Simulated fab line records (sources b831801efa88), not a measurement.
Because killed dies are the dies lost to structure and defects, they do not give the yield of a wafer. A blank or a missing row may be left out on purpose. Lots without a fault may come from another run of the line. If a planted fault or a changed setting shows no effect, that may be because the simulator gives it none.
fab line records | flow sky130
record lots=10 | wafers=30 | lastDay=50
route steps=708 shown POLY_GATE@217 POLY_CUT@318 METAL2@498
lots with no fault: from the same line, run without faults
startH: hours from the record's first day to the start of the lot's first wafer shown | waitH: hours since the lot's step before | " as in the row above | L1.1+2: a row that stands for several wafers | - no value present, or no start provided | * or withheld: withheld | < > ~ a bound
route shown NAME@n: a module of which the file shows steps, and the number in the route of the first | usual: the fault-free wafers' mean and standard deviation | same: alike in all rows | chamber/n: place in a boat | sites: the reading at each site | _std_site: standard deviation of those values | _edge_site: mean of outer sites minus mean of inner sites | radiusMm: how far each site lies from the wafer's centre | mask NAME#n: copy n | behind: the last tool/chamber to shape the wafer | hold: reason for holding the lot/hours on hold/outcome of the hold | device: the transistor (n, p or np) that didn't switch | end of line: the same wafers' tests at the end of the route | a step without rows: its recipe alone | killed: dies lost to structure and defects at the first sort, not the wafer's yield | map: a wafer's dies, x killed, . not, _ none there
set.NAME: the setting that was run; set.NAME@STEP: the one run at that earlier step | model.NAME: the simulator's own value behind a step, which no gauge read
steps of the route over a sample of lots; a table a step, a row a wafer
services: a tool's chamber out of use, with start hour (startH, from the record's first day; less than 0 if before it), hours out, and reason
## steps
# step SKY_POLY_GATE_CVD_03
# recipe material=Si3N4 | precursor=DCS/NH3 | targetThkNm=75 | tempC=770 | timeS=1290 | pressureMtorr=250
# usual pressureMtorr=249.9/0.59 | zonePowerBottomPct=20.2/2.2 | zonePowerLowerPct=13.5/0.62
lot.wafer | tool     | chamber | startH | waitH | pressureMtorr | zonePowerBottomPct | zonePowerLowerPct
L505.3    | lpcvd-02 | 1       | 360.86 | 0.4   | 249.2         | 22.3               | 12.7
L505.4    | "        | 1       | "      | "     | 248.0         | 22.6               | 12.8
L505.5    | "        | 1       | "      | "     | 248.8         | 22.8               | 12.9
L506.2    | lpcvd-02 | 0       | 366.07 | 0.0   | 250.2         | 18.3               | 14.0
L506.3    | "        | 0       | "      | "     | 250.1         | 17.8               | 14.2
L506.5    | "        | 0       | "      | "     | 250.2         | 18.1               | 13.9
L507.4    | lpcvd-02 | 1       | 378.73 | 0.7   | 250.2         | 22.7               | 12.9
L507.5    | "        | 1       | "      | "     | 250.5         | 22.6               | 12.7
L507.6    | "        | 1       | "      | "     | 249.6         | 22.2               | 12.8
L509.2    | lpcvd-02 | 0       | 385.36 | 0.0   | 251.1         | 18.1               | 13.9
L509.3    | "        | 0       | "      | "     | 250.0         | 18.1               | 14.1
L509.4    | "        | 0       | "      | "     | 249.5         | 18.3               | 14.1
L510.1    | lpcvd-02 | 1       | 387.77 | 1.1   | 250.8         | 22.8               | 12.8
L510.3    | "        | 1       | "      | "     | 251.3         | 22.1               | 13.0
L510.6    | "        | 1       | "      | "     | 250.4         | 22.5               | 13.0
L511.2    | lpcvd-02 | 1       | 401.40 | 0.0   | 250.7         | 22.8               | 12.8
L511.5    | "        | 1       | "      | "     | 250.3         | 22.6               | 12.9
L511.6    | "        | 1       | "      | "     | 249.6         | 22.0               | 12.8
L519.1    | lpcvd-02 | 0       | 460.84 | 0.0   | 249.9         | 18.2               | 14.1
L519.3    | "        | 0       | "      | "     | 249.3         | 18.2               | 14.1
L519.5    | "        | 0       | "      | "     | 249.2         | 18.0               | 13.8
L526.2    | lpcvd-02 | 0       | 532.04 | 0.0   | 249.7         | 18.4               | 14.0
L526.4    | "        | 0       | "      | "     | 250.2         | 18.2               | 14.2
L526.5    | "        | 0       | "      | "     | 250.0         | 18.3               | 13.9
L527.3    | lpcvd-02 | 1       | 534.45 | 1.2   | 249.6         | 22.3               | 12.7
L527.4    | "        | 1       | "      | "     | 249.9         | 22.5               | 12.8
L527.5    | "        | 1       | "      | "     | 249.8         | 22.4               | 12.8
L528.1    | lpcvd-02 | 1       | 539.46 | 0.0   | 249.6         | 22.6               | 12.9
L528.3    | "        | 1       | "      | "     | 249.6         | 22.3               | 12.7
L528.5    | "        | 1       | "      | "     | 249.6         | 22.1               | 12.8
# step SKY_POLY_GATE_THK_MEAS_04
# recipe reads=Si3N4_of_POLY_GATE_CVD_03
# usual POLY_GATE_CVD_03_THK=75.5/0.78
lot.wafer | tool         | chamber | startH | waitH | POLY_GATE_CVD_03_THK[nm]
L505.3    | filmMetro-03 | -       | 362.23 | 0.0   | 74.9
L505.4    | "            | -       | "      | "     | 75.0
L505.5    | "            | -       | "      | "     | 75.1
L506.2    | filmMetro-03 | -       | 367.44 | 0.0   | 74.2
L506.3    | "            | -       | "      | "     | 74.3
L506.5    | "            | -       | "      | "     | 74.6
L507.4    | filmMetro-02 | -       | 380.12 | 0.0   | 74.6
L507.5    | "            | -       | "      | "     | 74.0
L507.6    | "            | -       | "      | "     | 74.0
L509.2    | filmMetro-03 | -       | 386.73 | 0.0   | 75.3
L509.3    | "            | -       | "      | "     | 75.1
L509.4    | "            | -       | "      | "     | 75.5
L510.1    | filmMetro-02 | -       | 389.13 | 0.0   | 74.1
L510.3    | "            | -       | "      | "     | 74.8
L510.6    | "            | -       | "      | "     | 74.7
L511.2    | filmMetro-03 | -       | 402.77 | 0.0   | 76.3
L511.5    | "            | -       | "      | "     | 76.3
L511.6    | "            | -       | "      | "     | 76.0
L519.1    | filmMetro-02 | -       | 462.20 | 0.0   | 51.1
L519.3    | "            | -       | "      | "     | 51.2
L519.5    | "            | -       | "      | "     | 51.4
L526.2    | filmMetro-02 | -       | 533.41 | 0.0   | 75.1
L526.4    | "            | -       | "      | "     | 75.2
L526.5    | "            | -       | "      | "     | 74.8
L527.3    | filmMetro-03 | -       | 535.83 | 0.0   | 76.1
L527.4    | "            | -       | "      | "     | 76.4
L527.5    | "            | -       | "      | "     | 76.2
L528.1    | filmMetro-03 | -       | 540.82 | 0.0   | 75.8
L528.3    | "            | -       | "      | "     | 75.3
L528.5    | "            | -       | "      | "     | 75.3
# step SKY_POLY_GATE_ETCH_16
# recipe stopOn=poly-Si | chemistry=CH3F/O2 | target=Si3N4 | sourceW=400 | biasW=80 | pressureMtorr=25 | ch3fFlowSccm=40 | O2_flow_sccm=30 | timeS=147.5 | targetDepthA=750
# usual drypumpMotorCurrentA=5.7/0.39 | oesProductAu=0.643/0.0052 | throttleValvePct=10.536/0.0099
lot.wafer | tool       | chamber | startH | waitH | drypumpMotorCurrentA | oesProductAu | rfHoursCounterH | throttleValvePct
L505.3    | rieDiel-03 | 1       | 390.77 | 0.0   | 5.0                  | 0.641        | 1               | 10.537
L505.4    | "          | 2       | "      | "     | 5.4                  | 0.644        | 10              | 10.546
L505.5    | "          | 3       | "      | "     | 6.0                  | 0.638        | -               | 10.520
L506.2    | rieDiel-03 | 1       | 396.83 | 0.0   | 5.0                  | 0.640        | 1               | 10.548
L506.3    | "          | 0       | "      | "     | 5.2                  | 0.642        | 5               | 10.547
L506.5    | "          | 2       | "      | "     | 5.5                  | 0.638        | -               | 10.530
L507.4    | rieDiel-03 | 1       | 410.57 | 0.0   | 5.0                  | 0.642        | 2               | 10.541
L507.5    | "          | 3       | "      | "     | 6.0                  | 0.643        | -               | 10.549
L507.6    | "          | 0       | "      | "     | 5.3                  | 0.635        | -               | 10.544
L509.2    | rieDiel-04 | 1       | 417.93 | 0.0   | 5.7                  | 0.649        | 58              | 10.530
L509.3    | "          | 2       | "      | "     | 6.3                  | 0.640        | 4               | 10.525
L509.4    | "          | 3       | "      | "     | 6.2                  | 0.637        | 18              | 10.542
L510.1    | rieDiel-04 | 3       | 420.08 | 0.0   | 6.1                  | 0.639        | 18              | 10.519
L510.3    | "          | 2       | "      | "     | 6.2                  | 0.646        | 4               | 10.537
L510.6    | "          | 3       | "      | "     | 6.1                  | 0.636        | -               | 10.549
L511.2    | rieDiel-03 | 0       | 434.18 | 0.0   | 5.2                  | 0.638        | 6               | 10.542
L511.5    | "          | 1       | "      | "     | 5.0                  | 0.649        | -               | 10.519
L511.6    | "          | 2       | "      | "     | 5.5                  | 0.645        | -               | 10.537
L519.1    | rieDiel-01 | 3       | 493.40 | 0.0   | 5.8                  | 0.566        | 62              | 10.523
L519.3    | "          | 1       | "      | "     | 5.8                  | 0.558        | 14              | 10.516
L519.5    | "          | 2       | "      | "     | 5.8                  | 0.558        | -               | 10.522
L526.2    | rieDiel-01 | 1       | 563.17 | 0.0   | 5.7                  | 0.642        | 16              | 10.545
L526.4    | "          | 2       | "      | "     | 5.9                  | 0.640        | 73              | 10.537
L526.5    | "          | 0       | "      | "     | 6.2                  | 0.639        | -               | 10.536
L527.3    | rieDiel-01 | 0       | 566.32 | 0.0   | 6.1                  | 0.641        | 4               | 10.539
L527.4    | "          | 1       | "      | "     | 5.8                  | 0.646        | 16              | 10.514
L527.5    | "          | 3       | "      | "     | 5.8                  | 0.645        | -               | 10.529
L528.1    | rieDiel-01 | 0       | 571.02 | 0.0   | 6.2                  | 0.645        | 4               | 10.518
L528.3    | "          | 3       | "      | "     | 5.8                  | 0.642        | 63              | 10.543
L528.5    | "          | 2       | "      | "     | 5.8                  | 0.641        | -               | 10.531
# step SKY_POLY_CUT_ETCH_11
# recipe target=Si3N4 | chemistry=CF4/CH2F2/Ar | stopOn=poly-Si | sourceW=600 | biasW=150 | pressureMtorr=40 | cf4FlowSccm=40 | ch2f2FlowSccm=20 | Ar_flow_sccm=150 | timeS=42.5 | targetDepthA=600
# usual drypumpMotorCurrentA=5.7/0.44 | mfcArSccm=150.0/0.38 | oesProductAu=0.830/0.0072 | throttleValvePct=14.994/0.009
lot.wafer | tool       | chamber | startH | waitH | drypumpMotorCurrentA | mfcArSccm | oesProductAu | rfHoursCounterH | throttleValvePct
L505.3    | rieDiel-03 | 1       | 578.98 | 0.0   | 5.0                  | 149.8     | 0.832        | 5               | 14.995
L505.4    | "          | 0       | "      | "     | 5.3                  | 150.4     | 0.824        | 8               | 15.004
L505.5    | "          | 0       | "      | "     | 5.3                  | 150.1     | 0.828        | -               | 14.980
L506.2    | rieDiel-03 | 2       | 585.01 | 0.0   | 5.5                  | 150.4     | 0.813        | 14              | 15.003
L506.3    | "          | 0       | "      | "     | 5.2                  | 150.1     | 0.828        | 8               | 14.989
L506.5    | "          | 2       | "      | "     | 5.5                  | 150.8     | 0.817        | -               | 15.008
L507.4    | rieDiel-01 | 1       | 599.73 | 0.0   | 5.7                  | 150.1     | 0.822        | -               | 15.006
L507.5    | "          | 0       | "      | "     | 6.2                  | 150.4     | 0.823        | -               | 14.985
L507.6    | "          | 3       | "      | "     | 5.8                  | 150.7     | 0.827        | -               | 14.992
L509.2    | rieDiel-03 | 3       | 608.40 | 0.0   | 6.0                  | 149.4     | 0.830        | 7               | 14.997
L509.3    | "          | 1       | "      | "     | 5.1                  | 150.1     | 0.824        | 6               | 14.994
L509.4    | "          | 2       | "      | "     | 5.4                  | 148.8     | 0.832        | 14              | 14.983
L510.1    | rieDiel-02 | 1       | 609.95 | 0.0   | 5.3                  | 150.1     | 0.826        | 2               | 14.974
L510.3    | "          | 3       | "      | "     | 5.2                  | 150.2     | 0.827        | 29              | 14.970
L510.6    | "          | 3       | "      | "     | 5.2                  | 150.0     | 0.817        | -               | 14.987
L511.2    | rieDiel-01 | 2       | 621.76 | 0.0   | 5.8                  | 150.1     | 0.837        | 0               | 14.994
L511.5    | "          | 0       | "      | "     | 6.2                  | 150.3     | 0.827        | -               | 15.004
L511.6    | "          | 3       | "      | "     | 5.8                  | 150.1     | 0.828        | -               | 14.987
L519.1    | rieDiel-03 | 3       | 679.13 | 0.0   | 5.9                  | 149.7     | 0.691        | 9               | 14.990
L519.3    | "          | 1       | "      | "     | 5.1                  | 149.8     | 0.677        | 7               | 14.990
L519.5    | "          | 3       | "      | "     | 5.9                  | 150.0     | 0.684        | -               | 14.982
L526.2    | rieDiel-02 | 3       | 737.38 | 0.0   | 5.2                  | 149.7     | 0.829        | 32              | 15.001
L526.4    | "          | 1       | "      | "     | 5.3                  | 150.8     | 0.834        | 4               | 14.996
L526.5    | "          | 2       | "      | "     | 5.5                  | 149.6     | 0.825        | -               | 14.992
L527.3    | rieDiel-01 | 0       | 743.48 | 0.0   | 6.2                  | 149.9     | 0.828        | 9               | 14.985
L527.4    | "          | 1       | "      | "     | 5.8                  | 150.3     | 0.842        | 21              | 15.003
L527.5    | "          | 0       | "      | "     | 6.2                  | 149.5     | 0.833        | -               | 15.002
L528.1    | rieDiel-02 | 3       | 746.28 | 0.0   | 5.2                  | 149.9     | 0.832        | 32              | 14.987
L528.3    | "          | 0       | "      | "     | 6.5                  | 150.1     | 0.834        | 20              | 15.000
L528.5    | "          | 1       | "      | "     | 5.2                  | 149.6     | 0.825        | -               | 14.996
# step SKY_METAL2_CD_MEAS_15
# recipe targetCdNm=140
# usual cdNm=140.1/1.4
lot.wafer | tool     | chamber | startH | waitH | cdNm
L505.3    | cdSem-01 | -       | 837.93 | -     | 139.5
L505.4    | "        | -       | "      | "     | 140.2
L505.5    | "        | -       | "      | "     | 140.4
L506.2    | cdSem-01 | -       | 846.61 | -     | 141.0
L506.3    | "        | -       | "      | "     | 140.8
L506.5    | "        | -       | "      | "     | 139.6
L507.4    | cdSem-01 | -       | 857.94 | -     | 143.1
L507.5    | "        | -       | "      | "     | 142.0
L507.6    | "        | -       | "      | "     | 142.6
L509.2    | cdSem-02 | -       | 863.51 | -     | 138.7
L509.3    | "        | -       | "      | "     | 138.6
L509.4    | "        | -       | "      | "     | 139.5
L510.1    | cdSem-01 | -       | 865.14 | -     | 141.0
L510.3    | "        | -       | "      | "     | 138.4
L510.6    | "        | -       | "      | "     | 140.4
L511.2    | cdSem-01 | -       | 877.11 | -     | 140.8
L511.5    | "        | -       | "      | "     | 137.8
L511.6    | "        | -       | "      | "     | 139.0
L519.1    | cdSem-01 | -       | 927.63 | -     | 141.5
L519.3    | "        | -       | "      | "     | 143.4
L519.5    | "        | -       | "      | "     | 143.6
L526.2    | cdSem-02 | -       | 981.21 | -     | 139.5
L526.4    | "        | -       | "      | "     | 139.7
L526.5    | "        | -       | "      | "     | 138.9
L527.3    | cdSem-02 | -       | 983.13 | -     | 140.4
L527.4    | "        | -       | "      | "     | 138.9
L527.5    | "        | -       | "      | "     | 140.0
L528.1    | cdSem-02 | -       | 987.00 | -     | 135.7
L528.3    | "        | -       | "      | "     | 136.5
L528.5    | "        | -       | "      | "     | 137.5
# step SKY_METAL2_DESCUM_17
# recipe chemistry=O2 | sourcePowerW=150 | biasPowerW=0 | pressureMtorr=10 | tempC=40 | timeS=8
# usual drypumpMotorCurrentA=5.7/0.42 | oesProductAu=1.007/0.015
# same biasPowerW=0
lot.wafer | tool        | chamber | startH | waitH | drypumpMotorCurrentA | oesProductAu | rfHoursCounterH
L505.3    | rieMetal-03 | 0       | 838.05 | 0.0   | 5.3                  | 1.002        | -
L505.4    | "           | 1       | "      | "     | 6.0                  | 1.011        | -
L505.5    | "           | 0       | "      | "     | 5.3                  | 1.001        | -
L506.2    | rieMetal-02 | 0       | 846.74 | 0.0   | 6.3                  | 0.988        | 4
L506.3    | "           | 0       | "      | "     | 6.2                  | 0.996        | -
L506.5    | "           | 0       | "      | "     | 6.3                  | 0.984        | -
L507.4    | rieMetal-03 | 0       | 858.05 | 0.0   | 5.3                  | 1.003        | -
L507.5    | "           | 1       | "      | "     | 6.0                  | 1.007        | -
L507.6    | "           | 0       | "      | "     | 5.3                  | 0.999        | -
L509.2    | rieMetal-02 | 1       | 863.64 | 0.0   | 5.8                  | 1.016        | 13
L509.3    | "           | 0       | "      | "     | 6.3                  | 0.991        | -
L509.4    | "           | 1       | "      | "     | 5.8                  | 1.013        | -
L510.1    | rieMetal-02 | 1       | 865.29 | 0.0   | 5.8                  | 1.012        | 13
L510.3    | "           | 0       | "      | "     | 6.3                  | 0.979        | -
L510.6    | "           | 1       | "      | "     | 5.8                  | 1.012        | -
L511.2    | rieMetal-02 | 0       | 877.24 | 0.0   | 6.2                  | 0.988        | 6
L511.5    | "           | 1       | "      | "     | 5.8                  | 1.020        | -
L511.6    | "           | 0       | "      | "     | 6.3                  | 0.987        | -
L519.1    | rieMetal-01 | 1       | 927.79 | 0.0   | 5.9                  | 1.006        | 15
L519.3    | "           | 1       | "      | "     | 5.9                  | 1.004        | -
L519.5    | "           | 1       | "      | "     | 5.9                  | 1.003        | -
L526.2    | rieMetal-03 | 1       | 981.34 | 0.0   | 6.0                  | 0.993        | 8
L526.4    | "           | 0       | "      | "     | 5.2                  | 0.996        | -
L526.5    | "           | 1       | "      | "     | 6.0                  | 0.994        | -
L527.3    | rieMetal-01 | 1       | 983.25 | 0.0   | 5.9                  | 0.993        | -
L527.4    | "           | 0       | "      | "     | 5.1                  | 1.033        | -
L527.5    | "           | 1       | "      | "     | 5.9                  | 1.008        | -
L528.1    | rieMetal-02 | 0       | 987.16 | 0.0   | 6.3                  | 0.977        | 11
L528.3    | "           | 1       | "      | "     | 5.8                  | 1.007        | -
L528.5    | "           | 1       | "      | "     | 5.8                  | 1.009        | -
# step SKY_METAL2_STRIP_20
# recipe chemistry=O2/N2 | powerW=1400 | pressureMtorr=1500 | platenTempC=withheld | o2FlowSccm=3000 | n2FlowSccm=300 | overashFraction=0.5
# usual drypumpMotorCurrentA=5.5/0.52 | oesProductAu=0.341/0.0056 | stripTimeToEndpointS=2.65/0.071
lot.wafer | tool           | chamber | startH | waitH | drypumpMotorCurrentA | oesProductAu | rfHoursCounterH | stripTimeToEndpointS
L505.3    | plasmaAsher-03 | 0       | 838.26 | 0.1   | 4.9                  | 0.332        | -               | 2.65
L505.4    | "              | 1       | "      | "     | 6.3                  | 0.335        | -               | 2.64
L505.5    | "              | 0       | "      | "     | 4.9                  | 0.341        | -               | 2.70
L506.2    | plasmaAsher-02 | 0       | 846.93 | 0.1   | 5.0                  | 0.347        | 41              | 2.77
L506.3    | "              | 0       | "      | "     | 4.9                  | 0.349        | -               | 2.78
L506.5    | "              | 0       | "      | "     | 5.0                  | 0.349        | -               | 2.74
L507.4    | plasmaAsher-04 | 1       | 858.25 | 0.1   | 6.0                  | 0.344        | -               | 2.67
L507.5    | "              | 1       | "      | "     | 6.0                  | 0.345        | -               | 2.65
L507.6    | "              | 0       | "      | "     | 5.8                  | 0.335        | -               | 2.68
L509.2    | plasmaAsher-04 | 0       | 863.83 | 0.1   | 5.8                  | 0.347        | 103             | 2.63
L509.3    | "              | 0       | "      | "     | 5.8                  | 0.344        | -               | 2.74
L509.4    | "              | 1       | "      | "     | 6.0                  | 0.344        | -               | 2.63
L510.1    | plasmaAsher-04 | 0       | 865.48 | 0.1   | 5.8                  | 0.341        | 103             | 2.64
L510.3    | "              | 0       | "      | "     | 5.7                  | 0.348        | -               | 2.78
L510.6    | "              | 1       | "      | "     | 6.0                  | 0.342        | -               | 2.63
L511.2    | plasmaAsher-02 | 0       | 877.43 | 0.1   | 5.0                  | 0.347        | 44              | 2.74
L511.5    | "              | 1       | "      | "     | 5.4                  | 0.338        | -               | 2.61
L511.6    | "              | 0       | "      | "     | 5.0                  | 0.347        | -               | 2.77
L519.1    | plasmaAsher-02 | 1       | 927.97 | 0.1   | 5.4                  | 0.342        | 49              | 2.67
L519.3    | "              | 1       | "      | "     | 5.4                  | 0.339        | -               | 2.67
L519.5    | "              | 0       | "      | "     | 4.9                  | 0.347        | -               | 2.66
L526.2    | plasmaAsher-02 | 1       | 981.53 | 0.1   | 5.4                  | 0.341        | 55              | 2.70
L526.4    | "              | 1       | "      | "     | 5.4                  | 0.339        | -               | 2.65
L526.5    | "              | 0       | "      | "     | 4.9                  | 0.345        | -               | 2.69
L527.3    | plasmaAsher-03 | 1       | 983.46 | 0.1   | 6.3                  | 0.343        | -               | 2.65
L527.4    | "              | 0       | "      | "     | 4.9                  | 0.343        | -               | 2.57
L527.5    | "              | 0       | "      | "     | 4.9                  | 0.342        | -               | 2.68
L528.1    | plasmaAsher-04 | 0       | 987.35 | 0.1   | 5.8                  | 0.351        | 115             | 2.81
L528.3    | "              | 1       | "      | "     | 6.0                  | 0.335        | -               | 2.64
L528.5    | "              | 1       | "      | "     | 6.0                  | 0.339        | -               | 2.64
## services
tool       | chamber | startH | hours | kind
rieDiel-03 | -       | 344.79 | 14.6  | pm
rieDiel-01 | 3       | 365.49 | 5.5   | repair
rieDiel-01 | 1       | 370.31 | 7.6   | repair
rieDiel-03 | -       | 372.11 | 0.4   | repair
rieDiel-03 | 3       | 380.15 | 5.9   | repair
rieDiel-03 | 3       | 394.23 | 6.4   | repair
rieDiel-01 | 1       | 398.59 | 2.4   | repair
rieDiel-01 | -       | 412.76 | 2.8   | pm
rieDiel-01 | 2       | 439.65 | 8.7   | repair
lpcvd-02   | -       | 456.14 | 1.1   | repair
rieDiel-03 | 0       | 457.09 | 44.6  | repair
rieDiel-03 | 1       | 457.36 | 15.0  | repair
rieDiel-01 | 3       | 468.79 | 8.2   | repair
rieDiel-03 | 2       | 489.26 | 5.8   | repair
rieDiel-03 | -       | 490.85 | 4.2   | repair
rieDiel-01 | 0       | 516.60 | 16.0  | repair
rieDiel-01 | 3       | 539.05 | 3.9   | repair
lpcvd-02   | -       | 562.02 | 1.9   | repair
lpcvd-02   | -       | 637.73 | 6.1   | pm
rieDiel-03 | 1       | 650.87 | 10.9  | repair
rieDiel-01 | 0       | 669.76 | 5.2   | repair
rieDiel-01 | 1       | 683.42 | 1.3   | repair
rieDiel-03 | 1       | 804.36 | 7.5   | repair
rieDiel-03 | 1       | 906.54 | 11.6  | repair
## key
firstSign step=SKY_POLY_GATE_THK_MEAS_04 | reading=POLY_GATE_CVD_03_THK | direction=down | sigmas=31 | usual=75.5 | struck=51.2
effect step=SKY_POLY_GATE_ETCH_16 | reading=oesProductAu | direction=down | sigmas=16 | usual=0.643 | struck=0.561
effect step=SKY_POLY_CUT_ETCH_11 | reading=oesProductAu | direction=down | sigmas=20 | usual=0.830 | struck=0.684
metAt SKY_POLY_GATE_CVD_03
struckLots L519
struckWafers L519.1,L519.3,L519.5
testerLeftOut L519
notActingAt SKY_METAL2_CD_MEAS_15,SKY_METAL2_DESCUM_17,SKY_METAL2_STRIP_20
onsetBetween 385.36 460.84
fault kind=processParameterDrift | tool=lpcvd-02 | chamber=0 | onsetH=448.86 | steps=SKY_POLY_GATE_CVD_03 | channel=targetThkNm | offset=-23.811 | shape=step | endH=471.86 | actsIn=theseRecipesOnly | stated=75
# testerLeftOut: of these lots the tester's yield and bins aren't shown, on N5 and GAA mostly nor the transistor test; their killed dies are dies lost to structure and defects alone, not to doping, threshold or leakage, so they don't give the yield
